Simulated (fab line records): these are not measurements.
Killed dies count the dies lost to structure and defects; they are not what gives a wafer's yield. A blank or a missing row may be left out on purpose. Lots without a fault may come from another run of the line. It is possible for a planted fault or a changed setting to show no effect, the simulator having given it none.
One fault seen from 2 desks / flow sky130 / every desk sees just its own numbers, and what lay behind them comes last

FROM THE METROLOGY DESK
What the gauges read, lot by lot, whatever tool the lot ran on: means of the sampled wafers that have a number. If a lot's mean is further than 4 standard deviations from the usual mean, the lot is out of limits and carries the mark OUT (the distance appears in the brackets).
Columns: A = POLY_GATE_OXIDATION_THK at SKY_POLY_GATE_THK_MEAS_21, usual 4.01 nm; B = cd-nm at SKY_POLY_GATE_CD_MEAS_22, usual 149.3 nm; C = LDD_N_OVL at SKY_LDD_N_OVL_MEAS_07, usual 0.1 nm
lot=L195; first seen here=day 16 10:37; A=3.85; B=150.1; C=-1.6
lot=L204; first seen here=day 20 09:52; A=4.03; B=149.6; C=1.4
lot=L206; first seen here=day 20 12:50; A=3.96; B=150.1; C=-0.9
lot=L214; first seen here=day 23 10:02; A=4.04; B=148.2; C=0.5
lot=L216; first seen here=day 23 19:14; A=3.99; B=150.2; C=-0.7
lot=L218; first seen here=day 25 00:51; A=3.96; B=148.1; C=-0.2
This desk found nothing out of limits on any of the 6 lots.

AT THE TOOL OWNER'S DESK: implanter-04
SKY_LDD_N_IMPLANT_10, tool's own readings: per-lot mean of the sampled wafers with a number, covering each lot this tool ran. If a lot's mean is further than 4 standard deviations from the usual mean, the lot is out of limits and carries the mark OUT (the distance appears in the brackets).
Columns: A = beam-energy-keV at SKY_LDD_N_IMPLANT_10, usual 20.001; B = beam-on-s at SKY_LDD_N_IMPLANT_10, usual 10.02 s; C = faraday-current-uA at SKY_LDD_N_IMPLANT_10, usual 422
lot=L195; first seen here=day 17 13:50; A=19.993; B=10.10; C=419
lot=L204; first seen here=day 21 16:16; A=16.898 (-99 or more) OUT; B=11.55 (+7.3) OUT; C=366 (-6.2) OUT
lot=L206; first seen here=day 21 19:45; A=16.898 (-99 or more) OUT; B=11.25 (+5.9) OUT; C=376 (-5.1) OUT
lot=L216; first seen here=day 25 00:31; A=19.998; B=9.92; C=426
This desk finds L204, L206 out of limits, L204 being first, at day 21 16:16 (beam-energy-keV at SKY_LDD_N_IMPLANT_10). L195, L216: within limits.

ALL TOGETHER
At day 21 16:16, on L204, L206, the tool owner's desk was in a position to raise an alarm.
Metrology desk: nothing out of limits seen.
The metrology desk has L204, L206 on record, within its limits.
On implanter-04, each named lot ran SKY_LDD_N_IMPLANT_10.

WHAT THE SIMULATOR HAD INSERTED
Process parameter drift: implanter-04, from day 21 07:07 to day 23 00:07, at SKY_LDD_N_IMPLANT_10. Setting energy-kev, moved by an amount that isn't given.
Shown lots that were struck: L204, L206.
Delay in hours, fault start to first out-of-limits reading, by desk: the tool owner's desk at 9.
